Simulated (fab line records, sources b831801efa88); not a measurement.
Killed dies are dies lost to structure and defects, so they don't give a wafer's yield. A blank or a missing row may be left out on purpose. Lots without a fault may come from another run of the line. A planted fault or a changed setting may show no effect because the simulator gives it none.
A struck lot beside a sound one | flow sky130 | 14 steps out of a route of 708
Sound: wafers L616.2, L616.3, L616.6. Struck: wafers L624.2, L624.3, L624.4. The cause comes at the end.
At each step with rows: each side's tool, then ch and its chambers, then its first start. Under that, the readings that differ: sound wafers | struck wafers | difference of the means | sigmas: that difference in standard deviations of wafers without a fault.
alike: readings whose means differ by less than 2 such deviations, and words and numbers that are the same on both sides. not compared: withheld readings, readings that some wafer has no value for, bounds like >300 that may hide the same value, and numbers for which the record gives no deviation and whose values overlap.
The two part at a step that has a row with sigmas, a row that says differs or no value, or rows on one side only. Numbers that don't overlap but have no deviation are shown without sigmas and don't part them. A reading that every wafer of one side lacks parts them only if that side has two wafers or more.

first, 4 steps without rows for these wafers: SKY_VT_ADJUST_LVTN_SOFTBAKE_03; SKY_VT_ADJUST_LVTN_EXPOSE_04 (exposes mask NWM COMPLEMENT LESS NATIVE, target cd 840 nm); SKY_VT_ADJUST_LVTN_PEB_05; SKY_VT_ADJUST_LVTN_DEVELOP_06 (develop time 60 s).
SKY_VT_ADJUST_LVTN_OVL_MEAS_07:
  sound on overlay-01, day 7 01:03; struck on overlay-02, day 9 06:01
  alike: VT_ADJUST_LVTN_OVL
then, 1 step without rows for these wafers: SKY_VT_ADJUST_LVTN_IMPLANT_08.
SKY_VT_ADJUST_LVTN_STRIP_09: strips in O2/N2.
  sound on plasma_asher-04 ch 0,1, day 7 01:14; struck on plasma_asher-03 ch 0,1, day 9 06:12
  alike: chamber_pressure_mTorr, drypump_motor_current_A, oes_product_au, strip_time_to_endpoint_s
  not compared: rf_hours_counter_h
SKY_VT_ADJUST_LVTN_TW_MEAS_10:
  sound on film_metro-04, day 7 01:20; struck on film_metro-03, day 9 06:19
  alike: VT_ADJUST_LVTN_TW
then, 4 steps without rows for these wafers: SKY_VT_ADJUST_LVTN_DEHYDRATE_11 (time 60 s); SKY_VT_ADJUST_LVTN_HMDS_12 (prime time 60 s); SKY_VT_ADJUST_LVTN_COAT_13 (resist thk 1140 nm); SKY_VT_ADJUST_LVTN_SOFTBAKE_14 (time 60 s).
SKY_VT_ADJUST_LVTN_EXPOSE_15: exposes mask HVN STD DERIVED, target cd 600 nm.
  sound on iline_stepper-01 ch 0, day 7 11:32; struck on iline_stepper-01, day 9 16:49
  no value came back on the struck wafers for exposure_dose_mJ_cm2, focus_offset_nm (nm); on the sound wafers exposure_dose_mJ_cm2 reads 162.90 162.82 163.31
  alike: mask
then, 1 step without rows for these wafers: SKY_VT_ADJUST_LVTN_PEB_16.

WHERE THEY PART
Only at SKY_VT_ADJUST_LVTN_EXPOSE_15, within this record.

WHY: what the simulator had put in
Skipped step whole: iline_stepper-01, from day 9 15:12 on, at SKY_VT_ADJUST_LVTN_EXPOSE_15. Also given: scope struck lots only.
